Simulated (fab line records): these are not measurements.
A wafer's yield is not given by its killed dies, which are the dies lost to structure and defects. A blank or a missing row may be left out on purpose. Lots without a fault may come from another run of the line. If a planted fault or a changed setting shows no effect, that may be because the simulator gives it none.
Which tool was responsible? || flow sky130 || 18 wafers from 6 lots sampled at 2 of the route's 708 steps

== WHAT EACH GAUGE READ, for each wafer ==
SKY_VIA3_BOW_MEAS_03.
{"lot": "L971", "measured": "day 39 15:01", "on": "film-metro-02", "VIA3_BOW (um)": "86 82 79"}
{"lot": "L973", "measured": "day 39 17:55", "on": "film-metro-03", "VIA3_BOW (um)": "80 95 89"}
{"lot": "L978", "measured": "day 41 12:27", "on": "film-metro-02", "VIA3_BOW (um)": "82 75 82"}
{"lot": "L979", "measured": "day 41 22:10", "on": "film-metro-03", "VIA3_BOW (um)": "67 68 81"}
{"lot": "L985", "measured": "day 43 10:34", "on": "film-metro-04", "VIA3_BOW (um)": "84 89 74"}
{"lot": "L990", "measured": "day 44 13:02", "on": "film-metro-02", "VIA3_BOW (um)": "71 73 71"}

== EACH LOT AND THE TOOL THAT RAN IT (in order: tool; ch and the chambers of the sampled wafers; start) ==
{"lot": "L971", "SKY_METAL1_SPUTTER_02": "pvd-sputter-02, day 32 20:15"}
{"lot": "L973", "SKY_METAL1_SPUTTER_02": "pvd-sputter-01, day 32 21:53"}
{"lot": "L978", "SKY_METAL1_SPUTTER_02": "pvd-sputter-01, day 34 20:04"}
{"lot": "L979", "SKY_METAL1_SPUTTER_02": "pvd-sputter-02, day 35 06:06"}
{"lot": "L985", "SKY_METAL1_SPUTTER_02": "pvd-sputter-01, day 37 00:06"}
{"lot": "L990", "SKY_METAL1_SPUTTER_02": "pvd-sputter-01, day 38 07:55"}
- SKY_METAL1_SPUTTER_02: material AlCu, target thk 250 nm, time 13.3 s.

== THE ANSWER, worked out from the rows above alone ==
Rule: the lots themselves supply what counts as usual. Put in order of their means at a reading, lots are off if they are a third of the lots or fewer, leave a main group of 4 or more, and stand apart from it by a gap of 3 or more times the standard deviation of the main group's means; of several such gaps the widest counts. A main group whose means are all the same, to the digits that the tables above print for the reading, isn't used. A lot without any number at a reading at which 4 lots or more have one is off too. Any other lot the step has rows for is counted as sound.
None of the lots is off at any reading shown; this tells nothing.

== WHAT WAS PUT IN BY THE SIMULATOR ==
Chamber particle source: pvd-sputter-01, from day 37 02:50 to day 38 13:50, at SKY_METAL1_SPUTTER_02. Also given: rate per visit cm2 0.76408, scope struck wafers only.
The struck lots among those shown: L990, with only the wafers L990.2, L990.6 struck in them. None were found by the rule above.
